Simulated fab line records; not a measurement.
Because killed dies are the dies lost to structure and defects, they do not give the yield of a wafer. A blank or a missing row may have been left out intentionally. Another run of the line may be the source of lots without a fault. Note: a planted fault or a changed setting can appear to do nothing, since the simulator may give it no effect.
Chamber matching / flow sky130 / SKY_CONTACT_CMP_27 on cmp-01 has 4 sister chambers
The step polishes, stops on SiO2, t overpolish 15 s, target thk 0 nm. 8 wafers are shown with their chamber, then 9 later ones without.

WAFERS PAIRED WITH THEIR CHAMBERS
wafer=L591.1; chamber=0; motor-current-A (A)=10.7; time-to-endpoint-s (s)=84
wafer=L596.2; chamber=1; motor-current-A (A)=10.5; time-to-endpoint-s (s)=83
wafer=L599.3; chamber=1; motor-current-A (A)=10.9; time-to-endpoint-s (s)=76
wafer=L599.5; chamber=3; motor-current-A (A)=11.8; time-to-endpoint-s (s)=78
wafer=L601.1; chamber=0; motor-current-A (A)=10.1; time-to-endpoint-s (s)=85
wafer=L601.2; chamber=2; motor-current-A (A)=11.0; time-to-endpoint-s (s)=90
wafer=L601.4; chamber=3; motor-current-A (A)=12.3; time-to-endpoint-s (s)=86
wafer=L602.1; chamber=2; motor-current-A (A)=10.3; time-to-endpoint-s (s)=85

WAFERS MISSING THEIR CHAMBER
wafer=L602.2; motor-current-A (A)=11.4; time-to-endpoint-s (s)=80
wafer=L602.3; motor-current-A (A)=9.9; time-to-endpoint-s (s)=80
wafer=L604.3; motor-current-A (A)=11.0; time-to-endpoint-s (s)=81
wafer=L604.4; motor-current-A (A)=12.6; time-to-endpoint-s (s)=80
wafer=L605.2; motor-current-A (A)=10.5; time-to-endpoint-s (s)=90
wafer=L605.3; motor-current-A (A)=10.9; time-to-endpoint-s (s)=84
wafer=L605.4; motor-current-A (A)=11.5; time-to-endpoint-s (s)=84
wafer=L606.3; motor-current-A (A)=10.1; time-to-endpoint-s (s)=90
wafer=L606.6; motor-current-A (A)=11.1; time-to-endpoint-s (s)=84

WHICH CHAMBER EACH WENT THROUGH
wafer=L602.2; from the rows above=can't be placed: 3 or 1 or 2 or 0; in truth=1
wafer=L602.3; from the rows above=can't be placed: 0 or 1 or 2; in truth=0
wafer=L604.3; from the rows above=can't be placed: 1 or 0 or 2 or 3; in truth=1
wafer=L604.4; from the rows above=3; in truth=3
wafer=L605.2; from the rows above=can't be placed: 2 or 0 or 1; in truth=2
wafer=L605.3; from the rows above=can't be placed: 2 or 1 or 0 or 3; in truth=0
wafer=L605.4; from the rows above=can't be placed: 3 or 1 or 2 or 0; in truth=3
wafer=L606.3; from the rows above=can't be placed: 2 or 0 or 1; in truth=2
wafer=L606.6; from the rows above=can't be placed: 2 or 1 or 0 or 3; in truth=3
Correct placement for 1 of the 9. Unplaceable from these rows: 8, with the true chamber sitting among the candidates in 8. Wrongly placed: 0.
How it was worked out, from the rows above alone: a wafer's distance from a chamber is the root of the sum, over the readings, of the square of ((its reading less the chamber's mean) divided by the reading's scatter). The wafer belongs to the nearest chamber; if the next one is less than 2 further off, it can't be placed. For every chamber, the mean is computed from those of its wafers that are shown. How the scatter is found: for the shown wafers, subtract from each reading the mean of its chamber, square and add these, divide the total by (wafers less chambers), then take the root.
